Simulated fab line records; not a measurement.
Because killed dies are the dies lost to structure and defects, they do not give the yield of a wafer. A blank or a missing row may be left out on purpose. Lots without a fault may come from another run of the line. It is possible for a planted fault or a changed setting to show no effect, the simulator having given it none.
Which tool did it?	flow sky130	6 lots, 18 wafers sampled, at 2 steps of a route of 708

== WHAT THE GAUGES SHOWED, per wafer ==
SKY_SD_N_OVL_MEAS_08.
lot	measured	on	SD_N_OVL (nm)
L639	day 27 19:47	overlay-02	-2.1 -1.6 -1.7
L641	day 28 18:41	overlay-02	-0.3 -0.1 -0.9
L643	day 29 10:56	overlay-02	-3.6 -1.9 -2.2
L646	day 30 13:03	overlay-02	0.3 0.6 0.1
L654	day 32 19:53	overlay-02	-0.5 -0.4 -0.2
L660	day 34 17:18	overlay-02	-0.1 -2.1 -1.4

== WHICH TOOL RAN EACH LOT (tool, then ch and the chambers of the sampled wafers, then the start) ==
lot	SKY_RES_XHIGH_STRIP_08
L639	plasma-asher-02 ch 0,1, day 26 14:19
L641	plasma-asher-02 ch 0,1, day 27 14:11
L643	plasma-asher-03 ch 0,1, day 28 06:43
L646	plasma-asher-03 ch 0,1, day 29 09:41
L654	plasma-asher-03 ch 0,1, day 31 18:26
L660	plasma-asher-03 ch 0,1, day 33 14:54
- SKY_RES_XHIGH_STRIP_08: strips in O2/N2.

== THE ANSWER, worked out from the rows above alone ==
Rule: the usual values come from the lots themselves. Put in order of their means at a reading, lots are off if they are a third of the lots or fewer, leave a main group of 4 or more, and stand apart from it by a gap of 3 or more times the standard deviation of the main group's means; of several such gaps the widest counts. A main group is skipped when, at the precision printed for the reading in the tables above, its means are all equal. Also off: a lot with no number at a reading for which 4 or more lots have one. All remaining lots with rows at the step are treated as sound.
No lot is off at any reading shown: from this, nothing can be told.

== WHAT THE SIMULATOR HAD INSERTED ==
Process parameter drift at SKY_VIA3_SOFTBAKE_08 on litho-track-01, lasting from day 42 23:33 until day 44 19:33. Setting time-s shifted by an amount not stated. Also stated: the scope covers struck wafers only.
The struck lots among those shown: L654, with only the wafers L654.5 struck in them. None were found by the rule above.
